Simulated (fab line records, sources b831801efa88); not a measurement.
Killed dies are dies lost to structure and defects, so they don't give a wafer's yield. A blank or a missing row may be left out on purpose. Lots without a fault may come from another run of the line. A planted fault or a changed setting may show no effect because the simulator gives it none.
Which tool did it? | flow gf180mcu | 11 lots, 32 wafers sampled, at 5 steps of a route of 602

WHAT THE GAUGES READ, wafer by wafer
GF_V5_CD_MEAS_14: target cd 260 nm.
lot  | measured     | on        | cd_nm (nm)
L412 | day 26 23:30 | cd_sem-02 | 259.9 259.8 260.1
L413 | day 27 10:18 | cd_sem-02 | 261.4 262.2 262.0
L414 | day 27 20:23 | cd_sem-01 | 260.9 260.8 261.5
L416 | day 28 08:40 | cd_sem-01 | 260.3 260.4 260.3
L420 | day 29 15:17 | cd_sem-01 | 258.3 259.0 258.9
L421 | day 30 01:14 | cd_sem-01 | 259.1 259.3 258.3
L422 | day 30 07:02 | cd_sem-01 | 257.8 256.2 258.3
L428 | day 31 19:58 | cd_sem-02 | 261.1 260.2
L432 | day 33 01:14 | cd_sem-02 | 259.8 259.2 259.8
L433 | day 33 07:10 | cd_sem-01 | 260.2 260.7 259.8
L435 | day 33 14:20 | cd_sem-02 | 258.9 260.1 259.3

WHICH TOOL RAN EACH LOT (tool, then ch and the chambers of the sampled wafers, then the start)
lot  | GF_V4_ETCH_16                      | GF_MIM_CVD_05                   | GF_M5_METAL_ETCH_10               | GF_M5_STRIP_11
L412 | rie_diel-03 ch 0,1,3, day 24 05:34 | pecvd-02 ch 0,2, day 24 07:11   | rie_metal-02 ch 0,1, day 26 01:52 | plasma_asher-01 ch 0,1, day 26 01:59
L413 | rie_diel-01 ch 1,2,3, day 24 16:08 | pecvd-04 ch 0,1,2, day 24 17:43 | rie_metal-02 ch 0,1, day 26 13:03 | plasma_asher-01 ch 0,1, day 26 13:10
L414 | rie_diel-04 ch 1,2, day 25 02:56   | pecvd-04 ch 1,2, day 25 04:31   | rie_metal-03 ch 0,1, day 26 22:55 | plasma_asher-04 ch 0,1, day 26 23:03
L416 | rie_diel-03 ch 0,1,2, day 25 15:55 | pecvd-01 ch 1,2, day 25 17:30   | rie_metal-01 ch 1, day 27 11:25   | plasma_asher-01 ch 0,1, day 27 11:41
L420 | rie_diel-01 ch 0,1,3, day 27 02:01 | pecvd-04 ch 0,1, day 27 03:42   | rie_metal-03 ch 0,1, day 28 19:56 | plasma_asher-01 ch 0,1, day 28 20:04
L421 | rie_diel-04 ch 0,1,2, day 27 12:22 | pecvd-02 ch 1,2, day 27 13:56   | rie_metal-01 ch 0,1, day 29 05:26 | plasma_asher-02 ch 0,1, day 29 05:34
L422 | rie_diel-03 ch 1,2,3, day 27 19:11 | pecvd-04 ch 1,2, day 27 20:48   | rie_metal-03 ch 0,1, day 29 11:33 | plasma_asher-02 ch 0,1, day 29 11:41
L428 | rie_diel-03 ch 2,3, day 29 10:40   | pecvd-04 ch 0,2, day 29 12:18   | rie_metal-01 ch 0,1, day 31 01:21 | plasma_asher-04 ch 0, day 31 01:29
L432 | rie_diel-01 ch 0,3, day 30 20:01   | pecvd-01 ch 0,2, day 30 21:38   | rie_metal-02 ch 1, day 32 07:54   | plasma_asher-02 ch 0,1, day 32 08:02
L433 | rie_diel-01 ch 1,2, day 31 01:28   | pecvd-02 ch 0,1,2, day 31 03:04 | rie_metal-02 ch 0,1, day 32 14:01 | plasma_asher-02 ch 0,1, day 32 14:08
L435 | rie_diel-04 ch 1,2,3, day 31 10:25 | pecvd-04 ch 0,2, day 31 12:00   | rie_metal-03 ch 0,1, day 32 21:37 | plasma_asher-02 ch 0,1, day 32 21:45
- GF_V4_ETCH_16: etches BARC in N2/H2.
- GF_MIM_CVD_05: deposits Si3N4, target thk 42 nm, time 29.086 s.
- GF_M5_METAL_ETCH_10: etches the open film in Cl2/BCl3, stops on SiO2, target depth 750.8 nm, time 125.1 s.
- GF_M5_STRIP_11: strips in O2/N2.

THE ANSWER, worked out from the rows above alone
Rule: what is usual is taken from the lots themselves. Put in order of their means at a reading, lots are off if they are a third of the lots or fewer, leave a main group of 4 or more, and stand apart from it by a gap of 3 or more times the standard deviation of the main group's means; of several such gaps the widest counts. A main group whose means are all the same, to the digits that the tables above print for the reading, isn't used. A lot without any number at a reading at which 4 lots or more have one is off too. The other lots that the step has rows for count as sound.
No lot is off at any reading shown: from this, nothing can be told.

WHAT THE SIMULATOR HAD PUT IN
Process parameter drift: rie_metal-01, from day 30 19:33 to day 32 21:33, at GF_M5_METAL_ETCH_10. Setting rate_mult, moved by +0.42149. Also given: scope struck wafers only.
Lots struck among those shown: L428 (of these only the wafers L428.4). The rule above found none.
